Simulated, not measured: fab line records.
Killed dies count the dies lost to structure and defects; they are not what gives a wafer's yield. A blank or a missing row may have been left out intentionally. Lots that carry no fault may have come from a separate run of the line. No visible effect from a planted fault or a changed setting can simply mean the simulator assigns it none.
Split-lot experiment | flow sfq-line | 5 lots, 23 wafers read, on a route of 325 steps

## THE SPLIT ITSELF
At SFQ_TRILAYER_I2_VIA_LITHO_EXPOSE_068 (exposes mask I2, target cd 500 nm), the setting dose-mj was moved away from the recipe's 21.3 on 11 of the 23 wafers read, by -4.4% to +6.7%. For the rest of the wafers, this setting stayed at what the recipe calls for.

## FROM THE SPLIT TO THE READING: what the file shows between them, 2 steps
- SFQ_TRILAYER_I2_VIA_LITHO_PEB_070: peb time 60 s
- SFQ_TRILAYER_I2_VIA_LITHO_DEVELOP_069: time 60 s

## THE READING
I2.cd-nm (the simulator's own value, which no gauge read), in nm, at SFQ_TRILAYER_I2_VIA_BARC_OPEN_VIA_ETCH_096 (etches BARC in O2, target depth 125 nm, time 41.7 s). No usual value for it is given in the file. The 12 wafers here that ran the recipe average 514.2 nm, standard deviation 1.7 nm.

wafer  | tool, chamber at the split | dose-mj as run | against the recipe | I2.cd-nm, nm | against lot-mates on the recipe
L075.1 | krf-scanner-02, 0          | 20.58          | -3.4%              | 510.8        | -4.5
L075.2 | krf-scanner-02, 0          | 21.3           | recipe             | 516          | -
L075.3 | krf-scanner-02, 0          | 20.58          | -3.4%              | 508          | -7.3
L075.4 | krf-scanner-02, 0          | 20.58          | -3.4%              | 508.9        | -6.4
L075.5 | krf-scanner-02, 0          | 21.3           | recipe             | 514.6        | -
L076.2 | krf-scanner-02, 0          | 20.37          | -4.4%              | 506.2        | -7.3
L076.3 | krf-scanner-02, 0          | 20.37          | -4.4%              | 505.1        | -8.4
L076.4 | krf-scanner-02, 0          | 21.3           | recipe             | 512.9        | -
L076.5 | krf-scanner-02, 0          | 21.3           | recipe             | 513.4        | -
L076.6 | krf-scanner-02, 0          | 21.3           | recipe             | 514.3        | -
L077.1 | krf-scanner-01, 0          | 21.3           | recipe             | 512.7        | -
L077.2 | krf-scanner-01, 0          | 21.3           | recipe             | 512.3        | -
L077.4 | krf-scanner-01, 0          | 21.99          | +3.2%              | 518.3        | +5.8
L077.5 | krf-scanner-01, 0          | 21.99          | +3.2%              | 520.1        | +7.6
L077.6 | krf-scanner-01, 0          | 21.99          | +3.2%              | 518.7        | +6.2
L081.1 | krf-scanner-02, 0          | 21.3           | recipe             | 515.3        | -
L081.3 | krf-scanner-02, 0          | 22.72          | +6.7%              | 527.5        | +10.8
L081.4 | krf-scanner-02, 0          | 22.72          | +6.7%              | 528.3        | +11.6
L081.5 | krf-scanner-02, 0          | 21.3           | recipe             | 518.1        | -
L081.6 | krf-scanner-02, 0          | 22.72          | +6.7%              | 527.9        | +11.2
L083.1 | krf-scanner-01, 0          | 21.3           | recipe             | 511.9        | -
L083.3 | krf-scanner-01, 0          | 21.3           | recipe             | 513.8        | -
L083.4 | krf-scanner-01, 0          | 21.3           | recipe             | 515.3        | -

THE FIT
A straight line over all 23 wafers: I2.cd-nm changes by +1.87 nm for each +1% of dose-mj; r = +0.97; the points scatter about the line by 1.6 nm.
The same after taking each lot's own level away (the mean of its wafers on the recipe; 23 wafers): +1.76 nm for each +1%; r = +0.99; scatter 1 nm.
That fit puts the effect of the largest move of dose-mj on the reading at 12 nm.
Across the lots, their own levels run from 512.50 to 516.70 nm, a range of 2.5 times the standard deviation given above.
Hence the lot-to-lot level has little effect on the slope; both slopes agree.
Check: +12 nm against its lot-mates is what the line predicts for one of the wafers moved furthest among these (+6.7%) when that wafer is left out of the fit. It came out at +10.8 nm against them.

## FURTHER SPLITS ON THESE WAFERS
Other splits were also applied to these wafers ahead of the reading. Each is held against what the fit with the lots' levels taken away leaves over:
other split on the same wafers            | wafers away from the commonest value | r with I2.cd-nm (lot level and that fit taken away)
SFQ_TRILAYER_M2_ETCH_METAL_ETCH_060 icp-w | 6                                    | +0.16

## FILE'S OWN FIT
I2.cd-nm changes by +1.76 nm for each +1% of dose-mj, r = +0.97.
